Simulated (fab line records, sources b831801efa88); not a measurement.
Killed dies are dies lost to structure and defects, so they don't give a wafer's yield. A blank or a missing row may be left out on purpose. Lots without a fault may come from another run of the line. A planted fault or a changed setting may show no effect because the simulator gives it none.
A struck lot beside a sound one | flow sky130 | 26 steps out of a route of 708
Sound: wafers L600.3, L600.5, L600.6. Struck: wafers L607.3, L607.4, L607.5. The cause comes at the end.
At each step with rows: each side's tool, then ch and its chambers, then its first start. Under that, the readings that differ: sound wafers | struck wafers | difference of the means | sigmas: that difference in standard deviations of wafers without a fault.
alike: readings whose means differ by less than 2 such deviations, and words and numbers that are the same on both sides. not compared: withheld readings, readings that some wafer has no value for, bounds like >300 that may hide the same value, and numbers for which the record gives no deviation and whose values overlap.
The two part at a step that has a row with sigmas, a row that says differs or no value, or rows on one side only. Numbers that don't overlap but have no deviation are shown without sigmas and don't part them. A reading that every wafer of one side lacks parts them only if that side has two wafers or more.

first, 3 steps without rows for these wafers: SKY_CAPM_EXPOSE_09 (exposes mask CAPM, target cd 1000 nm); SKY_CAPM_PEB_10; SKY_CAPM_DEVELOP_11 (develop time 60 s).
SKY_CAPM_OVL_MEAS_12:
  sound on overlay-02, day 39 02:22; struck on overlay-01, day 41 01:37
  alike: CAPM_OVL
SKY_CAPM_METAL_ETCH_13: etches TiN in Cl2/BCl3, stops on SiO2, target depth 220 nm, time 62.9 s.
  sound on rie_metal-03 ch 0,1, day 39 02:25; struck on rie_metal-04 ch 0,1, day 41 01:40
  alike: drypump_motor_current_A, oes_product_au, throttle_valve_pct
  not compared: rf_hours_counter_h
SKY_CAPM_STRIP_14: strips in O2/N2.
  sound on plasma_asher-04 ch 0,1, day 39 02:30; struck on plasma_asher-04 ch 0,1, day 41 01:45
  alike: drypump_motor_current_A, n2_flow_sccm, oes_product_au, strip_time_to_endpoint_s
  not compared: rf_hours_counter_h
then, 6 steps without rows for these wafers: SKY_CAPM_STRIP_15 (strips in post etch residue remover, time 1200 s); SKY_CAPM_CLEAN_16 (cleans in IPA, time 180 s); SKY_CAPM_CLEAN_17 (cleans in O3/DIW); SKY_METAL3_DEHYDRATE_05 (time 60 s); SKY_METAL3_HMDS_06 (prime time 60 s); SKY_METAL3_COAT_07 (resist thk 60 nm).
SKY_METAL3_COAT_08: resist thk 1140 nm.
  sound on litho_track-03 ch 0, day 39 15:00; struck on litho_track-04 ch 0, day 41 14:00
  reading                                       | sound          | struck         | difference | sigmas
  model.KrF-thick_of_METAL3_COAT_08.thk_nm (nm) | 1140 1144 1142 | 1260 1259 1261 | +118       |
  alike: dispense_pressure_kPa
then, 4 steps without rows for these wafers: SKY_METAL3_SOFTBAKE_09 (time 90 s); SKY_METAL3_EXPOSE_10 (exposes mask MM3, target cd 300 nm); SKY_METAL3_PEB_11; SKY_METAL3_DEVELOP_12 (develop time 60 s).
SKY_METAL3_CD_MEAS_13: target cd 300 nm.
  sound on cd_sem-01, day 40 03:36; struck on cd_sem-01, day 42 02:03
  reading    | sound             | struck            | difference | sigmas
  cd_nm (nm) | 299.6 300.6 300.3 | 303.5 304.3 303.2 | +3.5       | +3
SKY_METAL3_OVL_MEAS_14:
  sound on overlay-02, day 40 03:41; struck on overlay-02, day 42 02:09
  alike: METAL3_OVL
SKY_METAL3_DESCUM_15: chemistry O2, time 8 s.
  sound on rie_metal-03 ch 0,1, day 40 03:43; struck on rie_metal-03 ch 0,1, day 42 02:11
  reading                 | sound           | struck          | difference | sigmas
  model.METAL3.cd_nm (nm) | 300 299.9 300.7 | 303 304.4 303.7 | +4         |
  alike: drypump_motor_current_A, oes_product_au
  not compared: rf_hours_counter_h
SKY_METAL3_ETCH_16: etches BARC in N2/H2, stops on SiO2, time 88.2 s, target depth 60 nm.
  sound on rie_metal-03 ch 0,1, day 40 03:47; struck on rie_metal-03 ch 0,1, day 42 02:14
  alike: drypump_motor_current_A, n2_flow_sccm, oes_product_au, throttle_valve_pct
  not compared: rf_hours_counter_h
SKY_METAL3_ETCH_17: etches SiO2 in C4F8/O2/Ar, stops on TiN, time 3.9 s, target depth 15 nm.
  sound on rie_diel-04 ch 2,3, day 40 03:50; struck on rie_diel-01 ch 1,3, day 42 02:18
  reading                 | sound         | struck            | difference | sigmas
  model.METAL3.cd_nm (nm) | 298 297 299.5 | 301.5 303.3 302.7 | +4.3       |
  alike: oes_product_au
  not compared: rf_hours_counter_h
SKY_METAL3_METAL_ETCH_18: etches the open film in Cl2/BCl3, stops on SiO2, target depth 845 nm, time 183.1 s.
  sound on rie_metal-02 ch 0,1, day 40 03:55; struck on rie_metal-02 ch 0,1, day 42 02:23
  reading                                       | sound           | struck          | difference | sigmas
  model.KrF-thick_of_METAL3_COAT_08.thk_nm (nm) | 539.1 544 518.4 | 638.9 650 640.1 | +109.2     |
  alike: drypump_motor_current_A, oes_product_au, throttle_valve_pct
  not compared: rf_hours_counter_h
SKY_METAL3_STRIP_19: strips in O2/N2.
  sound on plasma_asher-02 ch 0,1, day 40 04:04; struck on plasma_asher-03 ch 0,1, day 42 02:32
  reading                      | sound             | struck            | difference | sigmas
  oes_product_au (a.u.)        | 0.506 0.511 0.490 | 0.554 0.548 0.555 | +0.050     | +6
  strip_time_to_endpoint_s (s) | 6.65 6.71 6.45    | 7.64 7.75 7.66    | +1.08      | +7
  alike: drypump_motor_current_A, n2_flow_sccm
  not compared: rf_hours_counter_h
then, 1 step without rows for these wafers: SKY_METAL3_STRIP_20 (strips in post etch residue remover, time 1200 s).
-- the record jumps here: 7 days lie between the struck wafers' starts before and after (it left off in module METAL3 and takes up again in module PAD_OPEN, whose first step shown is number 708 of the route) --
SKY_PAD_OPEN_PROBE_99:
  the record has rows for the struck wafers here (prober-01, day 48 17:17) and none for the sound ones

WHERE THEY PART
First at SKY_METAL3_CD_MEAS_13; last, within this record, at SKY_PAD_OPEN_PROBE_99.

WHY: what the simulator had put in
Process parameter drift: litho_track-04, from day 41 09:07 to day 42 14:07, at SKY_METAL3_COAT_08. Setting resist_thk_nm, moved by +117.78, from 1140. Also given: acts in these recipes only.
